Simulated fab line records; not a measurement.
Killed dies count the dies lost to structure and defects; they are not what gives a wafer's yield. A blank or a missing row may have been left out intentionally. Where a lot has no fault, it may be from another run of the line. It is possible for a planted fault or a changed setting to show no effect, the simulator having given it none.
A struck lot beside a sound one -- flow sky130 -- 23 steps out of a route of 708
Sound: these wafers, L676.1, L676.2, L676.4. Wafers L687.2, L687.3, L687.4 were the ones struck. The cause is given at the end.
For every step that has rows: the tool of each side, followed by ch and its chambers, followed by its first start. Under that, the readings that differ: sound wafers -- struck wafers -- difference of the means -- sigmas: that difference in standard deviations of wafers without a fault.
alike: readings whose means differ by less than 2 such deviations, and words and numbers that are the same on both sides. not compared: withheld readings, readings that some wafer has no value for, bounds like >300 that may hide the same value, and numbers for which the record gives no deviation and whose values overlap.
The two part at a step that has a row with sigmas, a row that says differs or no value, or rows on one side only. When numbers do not overlap yet have no deviation, they are printed without sigmas and do not part them. Lack of a reading on every wafer of one side parts them only where that side has two or more wafers.

first, 8 steps without rows for these wafers: SKY_LDD_N_IMPLANT_08; SKY_LDD_N_IMPLANT_09; SKY_LDD_N_IMPLANT_10; SKY_LDD_N_IMPLANT_11; SKY_LDD_N_IMPLANT_12; SKY_LDD_N_IMPLANT_13; SKY_LDD_N_IMPLANT_14; SKY_LDD_N_IMPLANT_15.
SKY_LDD_N_STRIP_16: strips in O2/N2.
  sound on plasmaAsher-01 ch 0,1, day 21 07:16; struck on plasmaAsher-03 ch 0,1, day 26 00:56
  alike: drypumpMotorCurrentA, oesProductAu, stripTimeToEndpointS
  not compared: rfHoursCounterH
SKY_LDD_N_TW_MEAS_17:
  sound on filmMetro-02 at day 21 07:22; struck on filmMetro-01 at day 26 01:03
  alike: LDD_N_TW
then, 2 steps without rows for these wafers: SKY_LDD_P_DEHYDRATE_00 (time 60 s); SKY_LDD_P_HMDS_01 (prime time 60 s).
SKY_LDD_P_COAT_02: resist thk 1140 nm.
  sound on lithoTrack-03 ch 0, day 21 22:16; struck on lithoTrack-01 ch 0, day 26 15:40
reading,sound,struck,difference,sigmas
spinSpeedRpm (rpm),3001.6 3002.9 3000.0,3066.5 3067.6 3065.1,+64.9,+36
model.NOVOLAK_of_LDD_P_COAT_02.thkNm (nm),1142 1138 1137,1125 1126 1126,-13,
then, 3 steps without rows for these wafers: SKY_LDD_P_SOFTBAKE_03 (time 60 s); SKY_LDD_P_EXPOSE_04 (exposes mask PSDM, target cd 380 nm); SKY_LDD_P_PEB_05.
SKY_LDD_P_DEVELOP_06: develop time 60 s.
  sound on lithoTrack-01 ch 0, day 22 13:05; struck on lithoTrack-01 ch 0, day 27 06:28
reading,sound,struck,difference,sigmas
model.NOVOLAK_of_LDD_P_COAT_02.thkNm (nm),1141 1137 1136,1125 1126 1126,-12,
SKY_LDD_P_CD_MEAS_07: target cd 380 nm.
  sound on cdSem-01 at day 22 13:14; struck on cdSem-02 at day 27 06:37
reading,sound,struck,difference,sigmas
cdNm (nm),378.5 378.4 380.5,387.1 384.0 385.1,+6.3,+3
SKY_LDD_P_OVL_MEAS_08:
  sound on overlay-01 at day 22 13:22; struck on overlay-02 at day 27 06:43
  alike: LDD_P_OVL
following that, these wafers have no rows for 1 step: SKY_LDD_P_IMPLANT_09.
SKY_LDD_P_STRIP_10: strips in O2/N2.
  sound on plasmaAsher-02 ch 0,1, day 22 13:32; struck on plasmaAsher-02 ch 0,1, day 27 06:53
reading,sound,struck,difference,sigmas
stripTimeToEndpointS (s),14.19 14.16 14.14,14.00 14.02 14.02,-0.15,-4
  alike: drypumpMotorCurrentA, oesProductAu
  not compared: rfHoursCounterH
SKY_LDD_P_TW_MEAS_11:
  sound on filmMetro-01 at day 22 13:38; struck on filmMetro-03 at day 27 07:00
  alike: LDD_P_TW
-- here the record skips 24 days between the struck wafers' starts before and after, leaving off in module LDD_P and picking up in module PAD_OPEN (first step shown: number 708 of the route) --
SKY_PAD_OPEN_PROBE_99:
  the record has rows for the struck wafers here (prober-01, day 51 07:11) and none for the sound ones

WHERE THEY PART
Earliest at SKY_LDD_P_COAT_02; latest, in this record, at SKY_PAD_OPEN_PROBE_99.

WHY: whatever the simulator had introduced
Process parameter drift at SKY_LDD_P_COAT_02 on lithoTrack-01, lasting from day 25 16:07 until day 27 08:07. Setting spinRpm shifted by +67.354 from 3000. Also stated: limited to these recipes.
